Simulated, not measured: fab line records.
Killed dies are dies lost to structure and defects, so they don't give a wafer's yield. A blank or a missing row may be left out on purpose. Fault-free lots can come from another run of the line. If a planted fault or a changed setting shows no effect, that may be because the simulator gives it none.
fab line records	flow gf180mcu
record: lots: 13	wafers: 39	lastDay: 33
route steps=602 shown STI@15 DNWELL@39 HV_LDD@184 CONTACT@312
lots that met no fault: taken from a fault-free run of the same line
startH: the number of hours between the record's first day and the start of the first shown wafer of the lot	waitH: time in hours since the lot's previous step	" same as the row above	L1.1+2: one row covering several wafers at once	- either no value or no given start	* or withheld: withheld	< > ~ a bound
route shown NAME@n: NAME is a module with steps in the file, n the number in the route of the first one	usual: mean and standard deviation over wafers with no fault	same: alike in all rows	chamber/n: place in a boat	sites: each site's reading	_std_site: their standard deviation	_edge_site: outer sites' mean less inner sites'	radiusMm: for every site, how far away it sits from the centre of the wafer	mask NAME#n: copy n	behind: tool/chamber where the wafer was last shaped	hold: what put the lot on hold/how long, in hours/how the hold closed	device: whichever transistor did not switch (one of n, p or np)	end of line: the route-end tests of the same wafers	where a step has no rows: the recipe by itself	killed: dies lost to structure and defects at the first sort, not the wafer's yield	map: the dies of a wafer, with x for killed, . for not killed, _ for no die there
set.NAME: the setting the step ran with; set.NAME@STEP: the setting that earlier step ran with	model.NAME: the simulator's own value behind a step, which no gauge read
route steps across a sampled set of lots; one table per step, one row per wafer
services: from which hour (startH, from the record's first day; less than 0 if before it) a tool's chamber was out of use, for how many hours, and why
== steps ==
step: GF_STI_ETCH_14
recipe: target: Si	chemistry: HBr/Cl2/O2	targetDepthNm: 360	icpW: 600	biasW: 150	pressureMtorr: 15	HBr_flow_sccm: 150	Cl2_flow_sccm: 40	O2_flow_sccm: 6	timeS: 102.9
usual: O2_flow_sccm: 6.000/0.016	drypumpMotorCurrentA: 5.58/0.25	oesProductAu: 1.000/0.0079	throttleValvePct: 25.656/0.011
lot.wafer	tool	chamber	startH	waitH	O2_flow_sccm	drypumpMotorCurrentA	oesProductAu	rfHoursCounterH	throttleValvePct
L849.2	rieSi-01	2	28.85	0.0	6.010	5.28	0.994	42	25.650
L849.5	"	2	"	"	6.018	5.27	0.997	-	25.643
L849.6	"	3	"	"	5.996	5.30	0.993	-	25.657
L851.1	rieSi-01	0	37.80	0.0	6.024	5.64	0.991	89	25.656
L851.4	"	3	"	"	5.978	5.29	0.997	117	25.660
L851.6	"	3	"	"	5.995	5.29	1.010	-	25.647
L853.4	rieSi-02	3	45.95	0.0	6.008	5.90	0.988	26	25.667
L853.5	"	3	"	"	5.975	5.88	1.003	-	25.648
L853.6	"	2	"	"	6.021	5.85	0.991	-	25.659
L855.1	rieSi-01	2	55.70	0.0	6.011	5.27	0.991	42	25.670
L855.4	"	1	"	"	6.020	5.77	1.014	139	25.651
L855.5	"	3	"	"	5.984	5.29	0.990	-	25.657
L856.1	rieSi-01	3	62.76	0.0	5.991	5.29	0.989	117	25.644
L856.4	"	1	"	"	5.981	5.81	1.003	139	25.653
L856.6	"	2	"	"	6.013	5.28	0.994	-	25.666
L857.4	rieSi-02	3	66.94	0.0	5.984	5.89	1.001	26	25.644
L857.5	"	1	"	"	6.018	5.37	0.992	-	25.643
L857.6	"	0	"	"	6.006	5.85	0.992	-	25.662
L860.1	rieSi-02	1	80.95	0.0	5.988	5.34	1.005	99	25.660
L860.4	"	0	"	"	5.990	5.85	1.009	103	25.649
L860.6	"	2	"	"	6.015	5.88	0.999	-	25.636
L861.2	rieSi-01	2	87.94	0.0	6.015	5.27	1.007	42	25.655
L861.3	"	3	"	"	6.003	5.28	1.008	117	25.646
L861.6	"	0	"	"	6.032	5.62	1.012	-	25.651
L862.2	rieSi-01	0	93.89	0.0	6.007	5.60	0.996	90	25.652
L862.4	"	1	"	"	5.995	5.80	1.007	140	25.660
L862.6	"	3	"	"	5.999	5.31	0.989	-	25.650
L863.1	rieSi-01	2	96.74	0.0	6.013	5.28	1.001	43	25.653
L863.2	"	3	"	"	6.009	5.30	0.992	117	25.661
L863.6	"	1	"	"	6.007	5.80	1.010	-	25.654
L866.1	rieSi-01	0	113.15	0.0	5.999	5.62	0.999	90	25.648
L866.3	"	2	"	"	6.018	5.27	0.994	43	25.645
L866.4	"	1	"	"	6.020	5.80	0.998	140	25.672
L868.1	rieSi-01	2	123.38	0.0	5.969	5.27	0.997	43	25.651
L868.3	"	0	"	"	6.008	5.63	0.992	90	25.658
L868.6	"	3	"	"	6.017	5.28	1.002	-	25.671
L869.1	rieSi-02	0	128.28	0.0	5.995	5.86	0.988	104	25.674
L869.4	"	3	"	"	5.994	5.86	0.990	27	25.657
L869.6	"	0	"	"	6.001	5.83	0.981	-	25.672
step: GF_DNWELL_IMPLANT_07
recipe: species: P	energyKev: 1500	doseCm2: 1e+13	tiltDeg: 0
usual: beamEnergyKeV: 1500.0/0.47	doseIonsCm2: 1e+13/1.2e+10	faradayCurrentUA: 56.5/1.1
lot.wafer	tool	chamber	startH	waitH	beamEnergyKeV	doseIonsCm2	faradayCurrentUA
L849.2	implanter-03	0	46.52	-	1500.6	9.995e+12	55.0
L849.5	"	0	"	"	1500.7	9.999e+12	55.5
L849.6	"	0	"	"	1500.3	9.986e+12	56.1
L851.1	implanter-04	0	55.25	-	1500.7	1.0005e+13	55.3
L851.4	"	0	"	"	1500.9	9.985e+12	57.1
L851.6	"	0	"	"	1501.1	9.989e+12	58.1
L853.4	implanter-04	0	63.51	-	1499.6	9.998e+12	57.4
L853.5	"	0	"	"	1501.1	9.991e+12	56.4
L853.6	"	0	"	"	1500.5	9.995e+12	55.3
L855.1	implanter-03	0	73.10	-	1500.0	9.995e+12	56.7
L855.4	"	0	"	"	1499.9	9.977e+12	54.0
L855.5	"	0	"	"	1500.1	9.99e+12	56.6
L856.1	implanter-01	0	79.80	-	1499.8	1.0009e+13	55.5
L856.4	"	0	"	"	1499.7	9.984e+12	57.5
L856.6	"	0	"	"	1499.9	9.987e+12	58.8
L857.4	implanter-03	0	84.18	-	1500.4	1.0009e+13	56.2
L857.5	"	0	"	"	1500.0	1.0006e+13	56.2
L857.6	"	0	"	"	1500.1	1.0025e+13	58.3
L860.1	implanter-01	0	98.99	-	1500.3	9.99e+12	57.5
L860.4	"	0	"	"	1500.4	9.989e+12	56.7
L860.6	"	0	"	"	1500.2	1.0004e+13	57.4
L861.2	implanter-04	0	105.68	-	1499.9	1.0007e+13	56.9
L861.3	"	0	"	"	1500.8	1.001e+13	55.8
L861.6	"	0	"	"	1500.0	9.997e+12	54.7
L862.2	implanter-03	0	112.02	-	1499.6	9.993e+12	56.5
L862.4	"	0	"	"	1499.6	9.997e+12	58.3
L862.6	"	0	"	"	1500.0	1.0007e+13	55.7
L863.1	implanter-01	0	115.15	-	1500.8	9.983e+12	55.6
L863.2	"	0	"	"	1500.2	1.0005e+13	56.5
L863.6	"	0	"	"	1500.4	9.993e+12	58.6
L866.1	implanter-01	0	131.99	-	1499.6	7.039e+12	39.7
L866.3	"	0	"	"	1499.9	7.056e+12	39.3
L866.4	"	0	"	"	1499.8	7.05e+12	39.1
L868.1	implanter-03	0	142.35	-	1499.7	9.987e+12	56.7
L868.3	"	0	"	"	1499.4	9.987e+12	56.2
L868.6	"	0	"	"	1499.9	9.997e+12	55.4
L869.1	implanter-01	0	147.58	-	1499.6	7.029e+12	38.1
L869.4	"	0	"	"	1499.6	7.03e+12	39.5
L869.6	"	0	"	"	1500.0	7.027e+12	39.6
step: GF_DNWELL_TW_MEAS_09
usual: DNWELL_TW: 1362/11
lot.wafer	tool	chamber	startH	waitH	DNWELL_TW
L849.2	filmMetro-02	-	46.76	0.1	1389
L849.5	"	-	"	"	1385
L849.6	"	-	"	"	1391
L851.1	filmMetro-02	-	55.50	0.1	1356
L851.4	"	-	"	"	1360
L851.6	"	-	"	"	1358
L853.4	filmMetro-02	-	63.72	0.1	1365
L853.5	"	-	"	"	1356
L853.6	"	-	"	"	1349
L855.1	filmMetro-04	-	73.35	0.1	1368
L855.4	"	-	"	"	1377
L855.5	"	-	"	"	1362
L856.1	filmMetro-02	-	80.05	0.1	1359
L856.4	"	-	"	"	1364
L856.6	"	-	"	"	1363
L857.4	filmMetro-04	-	84.38	0.1	1366
L857.5	"	-	"	"	1366
L857.6	"	-	"	"	1370
L860.1	filmMetro-01	-	99.24	0.1	1352
L860.4	"	-	"	"	1347
L860.6	"	-	"	"	1350
L861.2	filmMetro-01	-	105.91	0.1	1350
L861.3	"	-	"	"	1345
L861.6	"	-	"	"	1354
L862.2	filmMetro-04	-	112.25	0.1	1367
L862.4	"	-	"	"	1363
L862.6	"	-	"	"	1368
L863.1	filmMetro-04	-	115.40	0.1	1361
L863.2	"	-	"	"	1357
L863.6	"	-	"	"	1353
L866.1	filmMetro-01	-	132.24	0.1	1201
L866.3	"	-	"	"	1196
L866.4	"	-	"	"	1206
L868.1	filmMetro-04	-	142.60	0.1	1362
L868.3	"	-	"	"	1364
L868.6	"	-	"	"	1355
L869.1	filmMetro-04	-	147.83	0.1	1221
L869.4	"	-	"	"	1224
L869.6	"	-	"	"	1217
step: GF_HV_LDD_OVL_MEAS_08
usual: HV_LDD_OVL: 0.0/1.2
lot.wafer	tool	chamber	startH	waitH	HV_LDD_OVL[nm]
L849.2	overlay-02	-	222.66	0.1	-0.9
L849.5	"	-	"	"	0.1
L849.6	"	-	"	"	0.6
L851.1	overlay-01	-	231.36	0.1	0.5
L851.4	"	-	"	"	-0.6
L851.6	"	-	"	"	-0.2
L853.4	overlay-01	-	243.12	0.1	1.1
L853.5	"	-	"	"	0.4
L853.6	"	-	"	"	1.4
L855.1	overlay-02	-	255.96	0.1	0.0
L855.4	"	-	"	"	-1.8
L855.5	"	-	"	"	-1.2
L856.1	overlay-02	-	266.67	0.1	-0.2
L856.4	"	-	"	"	0.4
L856.6	"	-	"	"	0.0
L857.4	overlay-02	-	272.62	0.1	0.1
L857.5	"	-	"	"	0.0
L857.6	"	-	"	"	0.3
L860.1	overlay-02	-	293.42	0.1	0.6
L860.4	"	-	"	"	-1.1
L860.6	"	-	"	"	-0.1
L861.2	overlay-02	-	300.71	0.1	-3.6
L861.3	"	-	"	"	-1.8
L861.6	"	-	"	"	-1.9
L862.2	overlay-01	-	309.61	0.1	0.4
L862.4	"	-	"	"	0.7
L862.6	"	-	"	"	0.3
L863.1	overlay-01	-	315.95	0.1	1.4
L863.2	"	-	"	"	1.0
L863.6	"	-	"	"	0.1
L866.1	overlay-02	-	339.06	0.1	1.0
L866.3	"	-	"	"	0.3
L866.4	"	-	"	"	0.8
L868.1	overlay-01	-	357.77	0.1	-1.8
L868.3	"	-	"	"	-2.1
L868.6	"	-	"	"	-1.8
L869.1	overlay-01	-	361.41	0.1	-1.1
L869.4	"	-	"	"	-0.9
L869.6	"	-	"	"	-0.9
step: GF_CONTACT_RS_MEAS_25
recipe: thkMeasGauge: four-point-probe	reads: W_of_CONTACT_CVD_24+TiN_of_CONTACT_SPUTTER_23+Ti_of_CONTACT_SPUTTER_22
usual: CONTACT_W_RS: 0.385/0.0037
lot.wafer	tool	chamber	startH	waitH	CONTACT_W_RS[ohm/sq]
L849.2	filmMetro-01	-	368.38	0.1	0.390
L849.5	"	-	"	"	0.389
L849.6	"	-	"	"	0.390
L851.1	filmMetro-03	-	385.47	0.1	0.390
L851.4	"	-	"	"	0.388
L851.6	"	-	"	"	0.384
L853.4	filmMetro-03	-	395.91	0.1	0.384
L853.5	"	-	"	"	0.388
L853.6	"	-	"	"	0.389
L855.1	filmMetro-02	-	413.60	0.1	0.391
L855.4	"	-	"	"	0.386
L855.5	"	-	"	"	0.390
L856.1	filmMetro-01	-	425.95	0.1	0.383
L856.4	"	-	"	"	0.380
L856.6	"	-	"	"	0.384
L857.4	filmMetro-02	-	437.32	0.1	0.385
L857.5	"	-	"	"	0.378
L857.6	"	-	"	"	0.380
L860.1	filmMetro-01	-	458.61	0.1	0.388
L860.4	"	-	"	"	0.389
L860.6	"	-	"	"	0.388
L861.2	filmMetro-03	-	466.42	0.1	0.386
L861.3	"	-	"	"	0.391
L861.6	"	-	"	"	0.385
L862.2	filmMetro-02	-	476.20	0.1	0.387
L862.4	"	-	"	"	0.385
L862.6	"	-	"	"	0.384
L863.1	filmMetro-01	-	484.85	0.1	0.388
L863.2	"	-	"	"	0.385
L863.6	"	-	"	"	0.387
L866.1	filmMetro-03	-	509.91	0.1	0.382
L866.3	"	-	"	"	0.379
L866.4	"	-	"	"	0.384
L868.1	filmMetro-03	-	529.93	0.1	0.386
L868.3	"	-	"	"	0.386
L868.6	"	-	"	"	0.385
L869.1	filmMetro-03	-	533.14	0.1	0.384
L869.4	"	-	"	"	0.383
L869.6	"	-	"	"	0.387
== services ==
tool	chamber	startH	hours	kind
implanter-04	-	9.18	4.1	pm
rieSi-01	-	14.40	10.0	pm
rieSi-02	2	15.91	1.5	repair
implanter-01	-	95.99	2.9	repair
rieSi-01	0	104.06	4.0	repair
implanter-04	-	120.37	2.8	repair
rieSi-01	1	127.39	-	clean
rieSi-01	1	127.39	22.3	scheduledDown
rieSi-01	1	127.39	22.3	ventCycle
implanter-04	-	145.47	2.8	repair
== key ==
firstSign: step: GF_DNWELL_IMPLANT_07	reading: doseIonsCm2	direction: down	sigmas: 99+	usual: 1e+13	struck: 7.039e+12
effect: step: GF_DNWELL_IMPLANT_07	reading: faradayCurrentUA	direction: down	sigmas: 16	usual: 56.5	struck: 39.2
effect: step: GF_DNWELL_TW_MEAS_09	reading: DNWELL_TW	direction: down	sigmas: 14	usual: 1362	struck: 1211
metAt GF_DNWELL_IMPLANT_07
struckLots L866,L869
testerLeftOut L866,L869
notActingAt GF_STI_ETCH_14,GF_HV_LDD_OVL_MEAS_08,GF_CONTACT_RS_MEAS_25
onsetBetween 115.15 131.99
fault: kind: processParameterDrift	tool: implanter-01	chamber: -	onsetH: 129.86	steps: GF_DNWELL_IMPLANT_07	channel: doseCm2	offset: -2.9665e+12	shape: step	endH: 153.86	actsIn: theseRecipesOnly	stated: 1e+13
testerLeftOut: of these lots the tester's yield and bins aren't shown, on N5 and GAA mostly nor the transistor test; their killed dies are dies lost to structure and defects alone, not to doping, threshold or leakage, so they don't give the yield
